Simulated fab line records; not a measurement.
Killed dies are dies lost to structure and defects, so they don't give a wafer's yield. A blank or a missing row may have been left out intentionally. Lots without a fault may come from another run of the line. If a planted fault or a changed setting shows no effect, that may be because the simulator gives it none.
Chamber matching / flow sky130 / cmp-01 running SKY_VIA1_CMP_02: 4 sister chambers
The step polishes SiO2. 18 wafers are shown with their chamber, then 9 later ones without.

== WAFERS PAIRED WITH THEIR CHAMBERS ==
wafer=L662.1; chamber=0; motor_current_A (A)=13.4; head_pressure_psi (psi)=3.997
wafer=L662.4; chamber=2; motor_current_A (A)=11.4; head_pressure_psi (psi)=3.997
wafer=L662.6; chamber=2; motor_current_A (A)=11.7; head_pressure_psi (psi)=3.999
wafer=L663.1; chamber=2; motor_current_A (A)=10.5; head_pressure_psi (psi)=3.998
wafer=L663.4; chamber=0; motor_current_A (A)=12.9; head_pressure_psi (psi)=3.992
wafer=L663.6; chamber=3; motor_current_A (A)=10.4; head_pressure_psi (psi)=3.994
wafer=L664.2; chamber=1; motor_current_A (A)=11.9; head_pressure_psi (psi)=3.997
wafer=L664.4; chamber=2; motor_current_A (A)=11.6; head_pressure_psi (psi)=4.009
wafer=L664.5; chamber=0; motor_current_A (A)=13.2; head_pressure_psi (psi)=3.992
wafer=L673.1; chamber=0; motor_current_A (A)=12.9; head_pressure_psi (psi)=3.987
wafer=L673.4; chamber=3; motor_current_A (A)=10.6; head_pressure_psi (psi)=4.002
wafer=L673.6; chamber=1; motor_current_A (A)=11.9; head_pressure_psi (psi)=3.986
wafer=L675.1; chamber=0; motor_current_A (A)=13.3; head_pressure_psi (psi)=4.012
wafer=L675.3; chamber=3; motor_current_A (A)=10.6; head_pressure_psi (psi)=4.004
wafer=L675.6; chamber=1; motor_current_A (A)=12.1; head_pressure_psi (psi)=3.996
wafer=L676.1; chamber=1; motor_current_A (A)=12.1; head_pressure_psi (psi)=4.001
wafer=L676.3; chamber=0; motor_current_A (A)=12.8; head_pressure_psi (psi)=4.002
wafer=L676.6; chamber=0; motor_current_A (A)=13.0; head_pressure_psi (psi)=3.985

SIGNATURES (averages over the wafers above)
reading=motor_current_A; chamber 0=13.071; chamber 1=12.000; chamber 2=11.300; chamber 3=10.533; scatter within a chamber=0.302
reading=head_pressure_psi; chamber 0=3.99529; chamber 1=3.99500; chamber 2=4.00075; chamber 3=4.00000; scatter within a chamber=0.00753
Rule: a wafer's distance from a chamber is the root of the sum, over the readings, of the square of ((its reading less the chamber's mean) divided by the reading's scatter). The wafer belongs to the nearest chamber; if the next one is less than 2 further off, it can't be placed. The scatter: the root of (the sum of the squares of (reading less its chamber's mean) over the shown wafers, divided by (wafers less chambers)).

== WAFERS WHOSE CHAMBER IS MISSING ==
wafer=L677.1; motor_current_A (A)=11.0; head_pressure_psi (psi)=4.002
wafer=L677.3; motor_current_A (A)=10.7; head_pressure_psi (psi)=4.006
wafer=L677.5; motor_current_A (A)=12.1; head_pressure_psi (psi)=3.996
wafer=L679.2; motor_current_A (A)=12.3; head_pressure_psi (psi)=4.005
wafer=L679.5; motor_current_A (A)=13.1; head_pressure_psi (psi)=4.001
wafer=L679.6; motor_current_A (A)=10.9; head_pressure_psi (psi)=3.987
wafer=L680.2; motor_current_A (A)=13.1; head_pressure_psi (psi)=4.001
wafer=L680.3; motor_current_A (A)=12.7; head_pressure_psi (psi)=4.004
wafer=L680.4; motor_current_A (A)=10.5; head_pressure_psi (psi)=4.017

== WHICH CHAMBER EACH WENT THROUGH ==
wafer=L677.1; from the rows above=can't be placed: 2 or 3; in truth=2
wafer=L677.3; from the rows above=can't be placed: 3 or 2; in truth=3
wafer=L677.5; from the rows above=1; in truth=1
wafer=L679.2; from the rows above=can't be placed: 1 or 0 or 2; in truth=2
wafer=L679.5; from the rows above=0; in truth=0
wafer=L679.6; from the rows above=can't be placed: 3 or 2 or 1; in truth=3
wafer=L680.2; from the rows above=0; in truth=0
wafer=L680.3; from the rows above=can't be placed: 0 or 1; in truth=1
wafer=L680.4; from the rows above=can't be placed: 3 or 2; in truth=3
Placed correctly: 3 of 9. These rows do not allow placing 6 (true chamber among the candidates in 6). Number placed wrongly: 0.
